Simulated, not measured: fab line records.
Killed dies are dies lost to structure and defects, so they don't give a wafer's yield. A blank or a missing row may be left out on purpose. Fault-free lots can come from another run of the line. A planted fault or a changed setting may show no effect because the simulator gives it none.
Code-filled problem report in 8D (eight disciplines) form	flow sky130	the parts of the form that need people (team, actions taken, sign-off) are left out

== 1. WHAT IS WRONG ==
strip-time-to-endpoint-s at SKY_GATE_OXIDE_STRIP_13 reads a mean of 9.29 s on 9 wafers of 3 lots; wafers without a fault read 14.18 s with a standard deviation of 0.046. So: -99 or more standard deviations from the usual mean.
The step: strips in O2/N2.
Seen first at day 17 18:08 on plasma-asher-03, wafer L601.2. At this step, 36 wafers from 12 lots have a number in the record. Rule for "out" (also "out of limits"): further than 4 standard deviations from the usual mean. The rest of the wafers with a number are treated as sound.

== 2. WHAT IT IS, WHAT IT ISN'T ==
question	is	is not
which readings at this step	strip-time-to-endpoint-s, oes-product-au	-
which lots	L601, L602, L604	L594, L595, L598, L600, L607, L609, L612, L613, L614
which wafers of those lots	all that have a number	-
read on which tools	plasma-asher-03, plasma-asher-04	plasma-asher-02
when	from day 17 18:08	up to then (12 sound wafers); but 15 sound wafers of L607, L609, L612, L613, L614 came after

== 3. THE SUSPECTS, EACH WITH WHAT RULES IT OUT ==
Counting: a tool stays on the suspect list if, at a process step up to the reading, it processed all lots that are out and no sound lot following the first of them.
- litho-track-03 at SKY_GATE_OXIDE_COAT_05 (resist thk 1140 nm): ruled out as a lasting fault. Sound lots L613 ran on it after its first lot that is out, L601 (day 17 03:06).
Left after counting: nothing in the record.

== 4. THE CAUSE (what the simulator had put in) ==
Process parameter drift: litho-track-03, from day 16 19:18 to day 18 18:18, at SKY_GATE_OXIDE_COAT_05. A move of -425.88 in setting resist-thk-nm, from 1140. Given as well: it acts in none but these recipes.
The count ruled it out by mistake, since the rule takes a fault to strike every lot its tool runs from the start of the fault on, and this one did not do so.

== 5. SEQUENCE OF EFFECTS, ordered by route ==
Each row: a reading where the mean over the struck wafers with a number is more than 3 standard deviations away from the usual. Readings are gone through only where the record gives a usual standard deviation; hours: the median, over the lots, of the time from a lot's start at the first step in this table giving one to that lot's start at this step; sigmas: the change measured in usual standard deviations.
hours	step	reading	usual	on struck wafers	change	sigmas
0	SKY_GATE_OXIDE_STRIP_13	oes-product-au	0.715 a.u.	0.621	-0.094	-20
0	SKY_GATE_OXIDE_STRIP_13	strip-time-to-endpoint-s	14.18 s	9.29	-4.89	-99 or more
Process steps it contains:
- SKY_GATE_OXIDE_STRIP_13: strips in O2/N2.
Later steps that measure or inspect, where all struck wafers having a row at the step show a number for every such reading and not one has moved that far: SKY_VIA1_BOW_MEAS_03.

== 6. WHAT WOULD HAVE CAUGHT IT SOONER ==
In this record no reading fell out of limits until day 17 18:08, 23 hours after the fault had begun at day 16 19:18.
